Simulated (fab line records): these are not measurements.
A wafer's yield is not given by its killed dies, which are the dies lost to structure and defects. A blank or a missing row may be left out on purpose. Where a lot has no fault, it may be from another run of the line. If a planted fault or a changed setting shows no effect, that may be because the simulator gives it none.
Chamber matching :: flow sky130 :: SKY_FIELD_ISO_CMP_27 on cmp-01: 4 sister chambers
The step polishes, stops on Si3N4, t overpolish 16 s, target thk 457.8 nm. 20 wafers are shown with their chamber, then 10 later ones without.

EACH WAFER AND ITS CHAMBER
wafer: L195.2
chamber: 3
motor current A (A): 10.2
time to endpoint s (s): 116
overpolish run s (s): 16.000

wafer: L195.4
chamber: 0
motor current A (A): 12.1
time to endpoint s (s): 114
overpolish run s (s): 16.004

wafer: L195.5
chamber: 0
motor current A (A): 12.3
time to endpoint s (s): 113
overpolish run s (s): 16.010

wafer: L196.2
chamber: 3
motor current A (A): 10.9
time to endpoint s (s): 105
overpolish run s (s): 16.003

wafer: L196.4
chamber: 2
motor current A (A): 14.6
time to endpoint s (s): 106
overpolish run s (s): 15.989

wafer: L196.6
chamber: 3
motor current A (A): 10.4
time to endpoint s (s): 109
overpolish run s (s): 15.992

wafer: L197.1
chamber: 0
motor current A (A): 12.3
time to endpoint s (s): 114
overpolish run s (s): 15.996

wafer: L197.2
chamber: 3
motor current A (A): 10.5
time to endpoint s (s): 112
overpolish run s (s): 15.996

wafer: L197.6
chamber: 3
motor current A (A): 10.3
time to endpoint s (s): 109
overpolish run s (s): 15.996

wafer: L205.3
chamber: 2
motor current A (A): 14.6
time to endpoint s (s): 110
overpolish run s (s): 16.008

wafer: L205.4
chamber: 3
motor current A (A): 10.6
time to endpoint s (s): 109
overpolish run s (s): 16.001

wafer: L205.5
chamber: 1
motor current A (A): 12.3
time to endpoint s (s): 114
overpolish run s (s): 16.000

wafer: L207.1
chamber: 0
motor current A (A): 13.4
time to endpoint s (s): 110
overpolish run s (s): 16.003

wafer: L207.5
chamber: 2
motor current A (A): 14.3
time to endpoint s (s): 110
overpolish run s (s): 16.001

wafer: L207.6
chamber: 3
motor current A (A): 10.4
time to endpoint s (s): 110
overpolish run s (s): 15.992

wafer: L209.3
chamber: 1
motor current A (A): 12.1
time to endpoint s (s): 113
overpolish run s (s): 15.998

wafer: L209.4
chamber: 2
motor current A (A): 14.2
time to endpoint s (s): 113
overpolish run s (s): 16.011

wafer: L209.5
chamber: 2
motor current A (A): 14.0
time to endpoint s (s): 110
overpolish run s (s): 15.997

wafer: L210.3
chamber: 3
motor current A (A): 10.3
time to endpoint s (s): 113
overpolish run s (s): 16.005

wafer: L210.5
chamber: 2
motor current A (A): 14.9
time to endpoint s (s): 113
overpolish run s (s): 16.002

SIGNATURES, as means of the wafers listed above
reading: motor current A
chamber 0: 12.525
chamber 1: 12.200
chamber 2: 14.433
chamber 3: 10.450
scatter within a chamber: 0.348

reading: time to endpoint s
chamber 0: 112.75
chamber 1: 113.50
chamber 2: 110.33
chamber 3: 110.38
scatter within a chamber: 2.74

reading: overpolish run s
chamber 0: 16.00325
chamber 1: 15.99900
chamber 2: 16.00133
chamber 3: 15.99812
scatter within a chamber: 0.006
Rule: for each reading, subtract the chamber's mean from the wafer's reading, divide by that reading's scatter and square the result; add these up over the readings and take the root, which gives the wafer's distance from the chamber. The wafer belongs to the nearest chamber; if the next one is less than 2 further off, it can't be placed. The scatter: take each reading less its chamber's mean, square it, sum over the shown wafers, divide by the number of wafers less the number of chambers, and take the root.

WAFERS MISSING THEIR CHAMBER
wafer: L210.6
motor current A (A): 12.4
time to endpoint s (s): 114
overpolish run s (s): 15.982

wafer: L211.1
motor current A (A): 11.1
time to endpoint s (s): 111
overpolish run s (s): 15.989

wafer: L211.2
motor current A (A): 14.8
time to endpoint s (s): 116
overpolish run s (s): 15.985

wafer: L211.6
motor current A (A): 11.7
time to endpoint s (s): 114
overpolish run s (s): 16.001

wafer: L216.4
motor current A (A): 10.9
time to endpoint s (s): 115
overpolish run s (s): 15.994

wafer: L216.5
motor current A (A): 10.1
time to endpoint s (s): 112
overpolish run s (s): 16.008

wafer: L216.6
motor current A (A): 12.3
time to endpoint s (s): 114
overpolish run s (s): 15.976

wafer: L217.1
motor current A (A): 12.8
time to endpoint s (s): 112
overpolish run s (s): 16.005

wafer: L217.4
motor current A (A): 11.9
time to endpoint s (s): 113
overpolish run s (s): 16.012

wafer: L217.6
motor current A (A): 10.5
time to endpoint s (s): 107
overpolish run s (s): 15.990

EACH ONE'S CHAMBER
wafer: L210.6
from the rows above: can't be placed: 1 or 0
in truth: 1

wafer: L211.1
from the rows above: can't be placed: 3 or 1
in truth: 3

wafer: L211.2
from the rows above: 2
in truth: 2

wafer: L211.6
from the rows above: can't be placed: 1 or 0
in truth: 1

wafer: L216.4
from the rows above: can't be placed: 3 or 1
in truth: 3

wafer: L216.5
from the rows above: 3
in truth: 3

wafer: L216.6
from the rows above: can't be placed: 1 or 0
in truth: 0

wafer: L217.1
from the rows above: can't be placed: 0 or 1
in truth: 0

wafer: L217.4
from the rows above: can't be placed: 0 or 1
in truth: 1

wafer: L217.6
from the rows above: 3
in truth: 3
Correctly placed: 3 of 10. Cannot be placed on the basis of these rows: 7; the candidates contain the true chamber in 7. Wrongly placed: 0.
